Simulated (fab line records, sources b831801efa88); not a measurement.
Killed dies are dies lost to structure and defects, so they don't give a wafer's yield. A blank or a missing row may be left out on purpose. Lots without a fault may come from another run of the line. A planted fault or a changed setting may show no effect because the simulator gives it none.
fab line records | flow gf180mcu | part 1 of 2: steps 1 to 42 of 43
record lots=7 wafers=21 last_day=34
route steps=602 shown STI@10 DNWELL@32 NWELL@42 PASSIVATION@602
lots that met no fault: from a run of the same line without faults
start_h: hours from the record's first day to the start of the lot's first wafer shown | wait_h: hours since the lot's step before | " the same as in the row above | L1.1+2: a row that stands for several wafers | - no value, or no start given | * or withheld: withheld | < > ~ a bound
route shown NAME@n: a module of which the file shows steps, and the number in the route of the first | usual: mean/standard deviation of fault-free wafers | same: alike in all rows | chamber/n: place in a boat | sites: the reading at each site | _std_site: their standard deviation | _edge_site: outer sites' mean less inner sites' | radius_mm: how far each site lies from the wafer's centre | mask NAME#n: copy n | behind: the tool/chamber that last shaped the wafer | hold: why the lot was held/for how many hours/how that ended | device: the transistor (n, p or np) that didn't switch | end of line: the same wafers' tests at the end of the route | a step without rows: its recipe alone | killed: dies lost to structure and defects at the first sort, not the wafer's yield | map: a wafer's dies, x killed, . not, _ none there
set.NAME: the setting as run; set.NAME@STEP: as run at that earlier step | model.NAME: the simulator's own value behind a step, which no gauge read
lots at some steps of the route; a table a step, a row a wafer
services: from which hour (start_h, from the record's first day; less than 0 if before it) a tool's chamber was out of use, for how many hours, and why
## steps
# step GF_STI_EXPOSE_09
# recipe mask_id=COMP target_cd_nm=220 na=0.68 source_shape=conventional sigma_outer=0.6 dose_mj=28
# step GF_STI_PEB_10
# recipe peb_temp_c=135 peb_time_s=90 resist=KrF
# step GF_STI_DEVELOP_11
# recipe develop_time_s=60 dev_temp_c=21
# step GF_STI_CD_MEAS_12
# recipe target_cd_nm=220
# usual cd_nm=219.8/1.2
# columns lot.wafer tool chamber start_h wait_h cd_nm
L135.1 cd_sem-02 - 46.68 0.1 220.7
L135.4 " - " " 220.2
L135.5 " - " " 220.3
L139.1 cd_sem-02 - 68.73 0.1 221.0
L139.2 " - " " 220.7
L139.6 " - " " 220.7
L145.1 cd_sem-02 - 97.43 0.1 220.7
L145.5 " - " " 218.7
L145.6 " - " " 219.8
L146.4 cd_sem-02 - 102.19 0.1 220.1
L146.5 " - " " 219.6
L146.6 " - " " 220.5
L147.2 cd_sem-02 - 107.50 0.1 221.1
L147.3 " - " " 219.8
L147.6 " - " " 220.6
L152.2 cd_sem-02 - 135.05 0.1 219.9
L152.4 " - " " 220.5
L152.6 " - " " 220.5
L154.2 cd_sem-02 - 147.00 0.1 219.2
L154.4 " - " " 220.9
L154.5 " - " " 221.0
# step GF_STI_ETCH_13
# recipe chemistry=CHF3/O2 stop_on=Si over_etch_frac=0.3 target_depth_a=2823.1 source_w=600 bias_w=200 pressure_mtorr=40 chf3_flow_sccm=50 O2_flow_sccm=5 time_s=112.9
# usual drypump_motor_current_A=5.8/0.4 oes_product_au=0.832/0.0064 throttle_valve_pct=8.810/0.0087
# columns lot.wafer tool chamber start_h wait_h drypump_motor_current_A oes_product_au rf_hours_counter_h throttle_valve_pct
L135.1 rie_diel-03 3 46.80 0.1 6.3 0.833 31 8.818
L135.4 " 2 " " 5.8 0.831 9 8.790
L135.5 " 1 " " 5.7 0.830 - 8.815
L139.1 rie_diel-01 1 68.85 0.1 5.4 0.832 134 8.813
L139.2 " 2 " " 5.9 0.837 9 8.811
L139.6 " 3 " " 6.2 0.821 - 8.806
L145.1 rie_diel-03 0 97.55 0.1 6.1 0.816 118 8.788
L145.5 " 0 " " 6.1 0.827 - 8.803
L145.6 " 1 " " 5.7 0.829 - 8.819
L146.4 rie_diel-02 3 102.25 0.0 5.2 0.836 16 8.807
L146.5 " 3 " " 5.1 0.832 - 8.816
L146.6 " 2 " " 5.8 0.830 - 8.802
L147.2 rie_diel-03 3 107.60 0.1 6.3 0.832 32 8.818
L147.3 " 2 " " 5.9 0.841 10 8.817
L147.6 " 0 " " 6.1 0.846 - 8.817
L152.2 rie_diel-03 3 135.15 0.1 6.3 0.838 33 8.821
L152.4 " 0 " " 6.1 0.831 119 8.799
L152.6 " 0 " " 6.1 0.835 - 8.804
L154.2 rie_diel-03 0 147.10 0.1 6.1 0.836 120 8.822
L154.4 " 1 " " 5.7 0.825 67 8.808
L154.5 " 1 " " 5.7 0.845 - 8.796
# step GF_STI_ETCH_14
# recipe target=Si chemistry=HBr/Cl2/O2 target_depth_nm=360 icp_w=600 bias_w=150 pressure_mtorr=15 HBr_flow_sccm=150 Cl2_flow_sccm=40 O2_flow_sccm=6 time_s=102.9
# usual HBr_flow_sccm=150.0/0.45 drypump_motor_current_A=5.9/0.38 oes_product_au=0.998/0.0072 throttle_valve_pct=25.660/0.01
# columns lot.wafer tool chamber start_h wait_h HBr_flow_sccm drypump_motor_current_A oes_product_au rf_hours_counter_h throttle_valve_pct
L135.1 rie_si-01 1 46.88 0.0 149.9 6.0 0.995 6 25.656
L135.4 " 0 " " 150.5 5.9 0.990 86 25.656
L135.5 " 0 " " 149.9 5.8 0.998 - 25.660
L139.1 rie_si-01 0 68.93 0.0 149.9 5.8 0.999 86 25.661
L139.2 " 1 " " 150.7 6.0 0.995 7 25.660
L139.6 " 3 " " 150.2 6.8 1.000 - 25.644
L145.1 rie_si-02 3 97.63 0.0 149.6 5.5 1.005 137 25.662
L145.5 " 2 " " 150.2 5.6 1.001 - 25.654
L145.6 " 1 " " 149.8 6.0 0.991 - 25.676
L146.4 rie_si-01 0 102.36 0.1 149.8 5.9 0.993 - 25.653
L146.5 " 1 " " 150.1 6.0 0.988 - 25.663
L146.6 " 2 " " 150.4 6.1 0.994 - 25.658
L147.2 rie_si-01 2 107.68 0.0 149.8 6.1 1.009 79 25.639
L147.3 " 1 " " 150.5 6.0 0.986 7 25.669
L147.6 " 1 " " 150.2 6.0 1.002 - 25.659
L152.2 rie_si-01 1 135.23 0.0 149.5 6.0 0.993 7 25.666
L152.4 " 3 " " 149.7 6.8 1.008 0 25.668
L152.6 " 0 " " 149.4 5.9 1.001 - 25.644
L154.2 rie_si-01 1 147.18 0.0 150.7 6.0 0.985 7 25.652
L154.4 " 0 " " 150.1 5.9 0.984 87 25.671
L154.5 " 0 " " 149.7 5.9 1.000 - 25.674
# step GF_STI_STRIP_15
# recipe chemistry=O2/N2 power_w=1400 pressure_mtorr=1500 platen_temp_c=250 o2_flow_sccm=3000 n2_flow_sccm=300 overash_fraction=0.5
# usual drypump_motor_current_A=5.5/0.47 heater_power_w=323/37 oes_product_au=0.384/0.0051 strip_time_to_endpoint_s=3.73/0.038
# columns lot.wafer tool chamber start_h wait_h drypump_motor_current_A heater_power_w oes_product_au rf_hours_counter_h strip_time_to_endpoint_s
L135.1 plasma_asher-01 0 46.96 0.0 5.7 288 0.384 40 3.70
L135.4 " 0 " " 5.7 294 0.375 - 3.72
L135.5 " 1 " " 5.3 328 0.395 - 3.78
L139.1 plasma_asher-01 0 69.00 0.0 5.7 296 0.392 43 3.76
L139.2 " 1 " " 5.4 332 0.377 43 3.73
L139.6 " 0 " " 5.7 295 0.386 - 3.77
L145.1 plasma_asher-03 1 97.71 0.0 5.8 315 0.378 29 3.76
L145.5 " 0 " " 6.2 358 0.384 - 3.74
L145.6 " 1 " " 5.7 317 0.393 - 3.81
L146.4 plasma_asher-01 0 102.43 0.0 5.7 291 0.381 - 3.71
L146.5 " 0 " " 5.7 286 0.378 - 3.77
L146.6 " 1 " " 5.4 329 0.373 - 3.75
L147.2 plasma_asher-01 1 107.75 0.0 5.4 330 0.384 44 3.74
L147.3 " 1 " " 5.3 339 0.380 - 3.72
L147.6 " 1 " " 5.4 333 0.385 - 3.79
L152.2 plasma_asher-01 0 135.30 0.0 5.7 291 0.385 47 3.74
L152.4 " 1 " " 5.4 331 0.381 - 3.69
L152.6 " 0 " " 5.7 290 0.383 - 3.73
L154.2 plasma_asher-01 0 147.25 0.0 5.7 296 0.390 49 3.72
L154.4 " 1 " " 5.3 327 0.384 - 3.79
L154.5 " 1 " " 5.4 329 0.384 - 3.74
# step GF_STI_CLEAN_16
# recipe chemistry=dHF time_s=25 dilution=100:1
# step GF_STI_WET_ETCH_17
# recipe chemistry=H3PO4 target_depth_nm=45 temp_c=160 target=Si3N4 time_s=514
# step GF_STI_CLEAN_18
# recipe chemistry=SC1/SC2 mix=1:4:20 temp_c=70 time_s=150
# step GF_STI_CLEAN_19
# recipe chemistry=dHF time_s=20 dilution=100:1
# step GF_STI_WET_ETCH_20
# recipe chemistry=dHF dilution=100:1 target_depth_nm=20 temp_c=25 dry=ipa_marangoni target=SiO2 time_s=400
# step GF_STI_OXIDATION_21
# recipe temp_c=1000 ambient=O2 stabilise_s=600 purge_s=300 target_thk_a=150 ox_time_s=458
# usual spike_tc_lower_C=1001.3/0.91 spike_tc_top_C=1009.7/2.3 tube_center_temp_C=1000/0.093 zone_power_centre_pct=21.4/2.4
# same purge_s=300 stabilise_s=600
# columns lot.wafer tool chamber start_h wait_h spike_tc_lower_C spike_tc_top_C tube_center_temp_C zone_power_centre_pct
L135.1 furnace-02 0 48.36 1.0 1000.7 1007.4 1000 24.2
L135.4 " 0 " " 1002.2 1008.2 1000 23.9
L135.5 " 0 " " 1001.9 1007.1 999.87 24.4
L139.1 furnace-01 0 69.45 0.0 1000.8 1011.1 999.83 19.6
L139.2 " 0 " " 1001.4 1011.7 1000.1 19.9
L139.6 " 0 " " 1002.6 1012.2 1000.2 19.4
L145.1 furnace-02 0 98.19 0.0 1000.7 1006.8 1000 24.4
L145.5 " 0 " " 1002.1 1007.5 1000 24.5
L145.6 " 0 " " 1001.6 1007.3 1000.1 24.2
L146.4 furnace-02 0 102.86 0.0 998.1 1007.8 999.84 24.1
L146.5 " 0 " " 1001.1 1007.4 999.92 24.1
L146.6 " 0 " " 1001.0 1008.3 1000.1 24.5
L147.2 furnace-02 0 108.23 0.0 1000.2 1007.5 999.99 24.4
L147.3 " 0 " " 1001.8 1009.4 999.88 24.1
L147.6 " 0 " " 1001.4 1005.0 1000.1 24.2
L152.2 furnace-01 0 143.01 7.3 1001.9 1011.1 1000 19.4
L152.4 " 0 " " 1000.1 1011.3 1000 19.5
L152.6 " 0 " " 999.6 1011.6 999.89 19.1
L154.2 furnace-01 0 150.03 2.3 1001.8 1013.4 999.96 19.3
L154.4 " 0 " " 1001.3 1012.2 999.87 19.4
L154.5 " 0 " " 1000.3 1013.0 999.96 19.3
# step GF_STI_THK_MEAS_22
# recipe reads=SiO2_of_STI_OXIDATION_21
# usual STI_OXIDATION_01_THK=14.94/0.23
# columns lot.wafer tool chamber start_h wait_h STI_OXIDATION_01_THK[nm]
L135.1 film_metro-02 - 49.49 0.0 15.12
L135.4 " - " " 15.20
L135.5 " - " " 15.36
L139.1 film_metro-01 - 70.58 0.0 14.99
L139.2 " - " " 15.04
L139.6 " - " " 14.87
L145.1 film_metro-01 - 99.32 0.0 14.97
L145.5 " - " " 15.14
L145.6 " - " " 14.91
L146.4 film_metro-04 - 104.01 0.0 14.79
L146.5 " - " " 14.87
L146.6 " - " " 14.66
L147.2 film_metro-04 - 109.36 0.0 14.97
L147.3 " - " " 15.12
L147.6 " - " " 15.24
L152.2 film_metro-01 - 144.15 0.0 15.21
L152.4 " - " " 15.38
L152.6 " - " " 15.46
L154.2 film_metro-01 - 151.17 0.0 15.16
L154.4 " - " " 15.14
L154.5 " - " " 14.84
# step GF_STI_CVD_23
# recipe material=SiO2 target_thk_nm=650 sigma_open_frac=0.3 time_s=108.3 temp_c=600 sih4_flow_sccm=57.09 pressure_mtorr=6
# step GF_STI_THK_MEAS_24
# recipe reads=SiO2_of_STI_CVD_23
# usual STI_CVD_23_THK=621/5.9
# columns lot.wafer tool chamber start_h wait_h STI_CVD_23_THK[nm]
L135.1 film_metro-04 - 49.62 0.0 615
L135.4 " - " " 617
L135.5 " - " " 627
L139.1 film_metro-02 - 70.72 0.0 616
L139.2 " - " " 615
L139.6 " - " " 615
L145.1 film_metro-02 - 99.46 0.0 633
L145.5 " - " " 630
L145.6 " - " " 627
L146.4 film_metro-02 - 104.15 0.0 619
L146.5 " - " " 618
L146.6 " - " " 623
L147.2 film_metro-02 - 109.58 0.1 625
L147.3 " - " " 626
L147.6 " - " " 628
L152.2 film_metro-02 - 144.28 0.0 614
L152.4 " - " " 622
L152.6 " - " " 615
L154.2 film_metro-04 - 151.30 0.0 622
L154.4 " - " " 622
L154.5 " - " " 616
# step GF_STI_CMP_25
# recipe stop_on=Si3N4 t_overpolish_s=33 down_force_psi=4 platen_rpm=60 target_thk_nm=524.6 pad_velocity_m_s=0.94248
# usual motor_current_A=10.9/0.95 overpolish_run_s=33.000/0.0092 time_to_endpoint_s=114/3.3
# same t_overpolish_s=33
# columns lot.wafer tool chamber start_h wait_h motor_current_A overpolish_run_s time_to_endpoint_s
L135.1 cmp-01 3 49.70 0.1 8.8 32.997 113
L135.4 " 2 " " 9.9 32.991 113
L135.5 " 0 " " 11.3 33.007 113
L139.2 cmp-01 2 70.78 0.0 9.2 33.004 115
L139.1 " 1 " " 11.7 33.013 120
L139.6 " 2 " " 9.1 32.995 116
L145.1 cmp-01 0 99.52 0.1 11.0 33.008 114
L145.6 " 0 " " 11.5 32.998 113
L145.5 " 1 " " 11.5 32.999 117
L146.4 cmp-02 1 104.28 0.1 11.2 33.007 112
L146.6 " 3 " " 12.1 32.997 120
L146.5 " 0 " " 10.5 33.020 116
L147.3 cmp-02 3 109.63 0.0 10.7 33.004 114
L147.2 " 1 " " 11.4 33.010 108
L147.6 " 0 " " 10.6 32.988 114
L152.2 cmp-01 3 144.33 0.0 9.0 32.993 113
L152.4 " 0 " " 11.2 32.992 115
L152.6 " 3 " " 8.9 33.015 113
L154.4 cmp-01 3 151.35 0.0 8.7 32.999 116
L154.2 " 1 " " 12.0 33.003 116
L154.5 " 0 " " 11.7 33.003 111
# step GF_STI_WET_ETCH_26
# recipe chemistry=dHF target_depth_nm=94 target=SiO2 temp_c=25 dilution=10:1 time_s=188
# step GF_STI_WET_ETCH_27
# recipe chemistry=H3PO4 target_depth_nm=160 target=Si3N4 temp_c=160 time_s=1825
# step GF_STI_WET_ETCH_28
# recipe chemistry=dHF target_depth_nm=20 dry=ipa_marangoni target=SiO2 temp_c=25 dilution=10:1 time_s=40
# step GF_STI_OXIDATION_29
# recipe temp_c=900 ambient=O2 stabilise_s=600 purge_s=300 target_thk_a=100 ox_time_s=1418
# step GF_STI_THK_MEAS_30
# recipe reads=SiO2_of_STI_OXIDATION_29
# usual STI_OXIDATION_02_THK=9.99/0.2
# columns lot.wafer tool chamber start_h wait_h STI_OXIDATION_02_THK[nm]
L135.1 film_metro-04 - 54.08 0.0 10.14
L135.4 " - " " 10.03
L135.5 " - " " 9.96
L139.1 film_metro-02 - 73.06 0.0 9.99
L139.2 " - " " 9.73
L139.6 " - " " 9.96
L145.1 film_metro-02 - 101.81 0.0 10.08
L145.5 " - " " 10.26
L145.6 " - " " 10.15
L146.4 film_metro-02 - 106.50 0.0 9.81
L146.5 " - " " 9.86
L146.6 " - " " 9.76
L147.2 film_metro-04 - 112.92 0.0 10.09
L147.3 " - " " 10.15
L147.6 " - " " 10.00
L152.2 film_metro-02 - 151.33 0.0 9.62
L152.4 " - " " 9.75
L152.6 " - " " 9.72
L154.2 film_metro-02 - 155.37 0.0 10.30
L154.4 " - " " 10.36
L154.5 " - " " 10.31
# step GF_DNWELL_DEHYDRATE_00
# recipe temp_c=200 time_s=60
# step GF_DNWELL_HMDS_01
# recipe prime_time_s=60 prime_temp_c=120
# step GF_DNWELL_COAT_02
# recipe spin_rpm=2000 resist_thk_nm=3000
# step GF_DNWELL_SOFTBAKE_03
# recipe temp_c=110 time_s=withheld
# step GF_DNWELL_EXPOSE_04
# recipe mask_id=DNWELL target_cd_nm=1700 na=0.6 source_shape=conventional sigma_outer=0.6 dose_mj=260
# step GF_DNWELL_PEB_05
# recipe temp_c=115 time_s=withheld
# step GF_DNWELL_DEVELOP_06
# recipe wall_angle_deg=90 develop_time_s=60 dev_temp_c=23
# step GF_DNWELL_IMPLANT_07
# recipe species=P energy_kev=1500 dose_cm2=1e+13 tilt_deg=0
# step GF_DNWELL_STRIP_08
# recipe chemistry=O2/N2 power_w=1400 pressure_mtorr=1500 platen_temp_c=250 o2_flow_sccm=3000 n2_flow_sccm=300 overash_fraction=0.5
# usual drypump_motor_current_A=5.5/0.43 heater_power_w=352/66 oes_product_au=0.722/0.0044 strip_time_to_endpoint_s=36.98/0.089
# columns lot.wafer tool chamber start_h wait_h drypump_motor_current_A heater_power_w oes_product_au rf_hours_counter_h strip_time_to_endpoint_s
L135.1 plasma_asher-01 1 67.40 0.1 5.4 331 0.720 43 36.98
L135.4 " 0 " " 5.7 294 0.736 - 37.02
L135.5 " 1 " " 5.4 333 0.731 - 36.85
L139.1 plasma_asher-04 0 86.53 0.1 5.8 270 0.714 43 37.03
L139.2 " 1 " " 4.7 383 0.718 43 37.07
L139.6 " 1 " " 4.7 385 0.723 - 37.02
L145.1 plasma_asher-01 0 116.33 0.1 5.7 290 0.721 45 36.92
L145.5 " 1 " " 5.4 330 0.725 - 36.92
L145.6 " 0 " " 5.7 298 0.722 - 36.87
L146.4 plasma_asher-01 1 120.86 0.1 5.4 328 0.722 - 36.96
L146.5 " 0 " " 5.7 298 0.723 - 36.88
L146.6 " 1 " " 5.4 324 0.727 - 37.07
L147.2 plasma_asher-01 1 126.68 0.1 5.4 334 0.725 46 36.84
L147.3 " 0 " " 5.7 295 0.716 - 36.80
L147.6 " 1 " " 5.4 321 0.712 - 36.83
L152.2 plasma_asher-04 0 167.53 0.1 5.8 271 0.730 51 37.02
L152.4 " 1 " " 4.7 376 0.716 - 37.10
L152.6 " 0 " " 5.8 284 0.720 - 37.00
L154.2 plasma_asher-02 0 171.40 0.1 5.9 475 0.715 6 36.92
L154.4 " 0 " " 5.9 472 0.722 - 36.82
L154.5 " 0 " " 6.0 485 0.724 - 36.86
# step GF_DNWELL_TW_MEAS_09
# usual DNWELL_TW=1354/13
# columns lot.wafer tool chamber start_h wait_h DNWELL_TW
L135.1 film_metro-02 - 67.50 0.1 1351
L135.4 " - " " 1355
L135.5 " - " " 1356
L139.1 film_metro-03 - 86.63 0.1 1362
L139.2 " - " " 1366
L139.6 " - " " 1367
L145.1 film_metro-03 - 116.43 0.1 1363
L145.5 " - " " 1367
L145.6 " - " " 1370
L146.4 film_metro-03 - 120.96 0.1 1365
L146.5 " - " " 1364
L146.6 " - " " 1368
L147.2 film_metro-02 - 126.79 0.1 1353
L147.3 " - " " 1349
L147.6 " - " " 1351
L152.2 film_metro-03 - 167.64 0.1 1373
L152.4 " - " " 1375
L152.6 " - " " 1371
L154.2 film_metro-02 - 171.51 0.1 1328
L154.4 " - " " 1319
L154.5 " - " " 1334
# step GF_NWELL_DEHYDRATE_00
# recipe temp_c=200 time_s=60
# step GF_NWELL_HMDS_01
# recipe prime_time_s=60 prime_temp_c=120
# step GF_NWELL_COAT_02
# recipe spin_rpm=2000 resist_thk_nm=3000
# step GF_NWELL_SOFTBAKE_03
# recipe temp_c=110 time_s=withheld
# step GF_NWELL_EXPOSE_04
# recipe mask_id=Nwell target_cd_nm=860 na=0.6 source_shape=conventional sigma_outer=0.6 dose_mj=260
# step GF_NWELL_PEB_05
# recipe temp_c=115 time_s=withheld
# step GF_NWELL_DEVELOP_06
# recipe wall_angle_deg=90 develop_time_s=60 dev_temp_c=23
# step GF_NWELL_OVL_MEAS_07
# usual NWELL_OVL=-1.0/1.4
# columns lot.wafer tool chamber start_h wait_h NWELL_OVL[nm]
L135.1 overlay-02 - 80.58 - -2.1
L135.4 " - " " -0.8
L135.5 " - " " -2.3
L139.1 overlay-01 - 100.23 - 0.2
L139.2 " - " " -1.4
L139.6 " - " " -0.9
L145.1 overlay-02 - 130.63 - -3.0
L145.5 " - " " -3.2
L145.6 " - " " -2.1
L146.4 overlay-02 - 135.40 - 0.0
L146.5 " - " " -0.9
L146.6 " - " " -0.4
L147.2 overlay-01 - 140.69 - -3.9
L147.3 " - " " -1.1
L147.6 " - " " -2.8
L152.2 overlay-01 - 183.59 - -2.3
L152.4 " - " " -1.9
L152.6 " - " " -2.8
L154.2 overlay-01 - 187.19 - -0.1
L154.4 " - " " -0.1
L154.5 " - " " 1.7
# step GF_NWELL_IMPLANT_08
# recipe species=P energy_kev=461.4 dose_cm2=1.5e+13 tilt_deg=0
# step GF_NWELL_IMPLANT_09
# recipe species=P energy_kev=160 dose_cm2=4e+12 tilt_deg=0
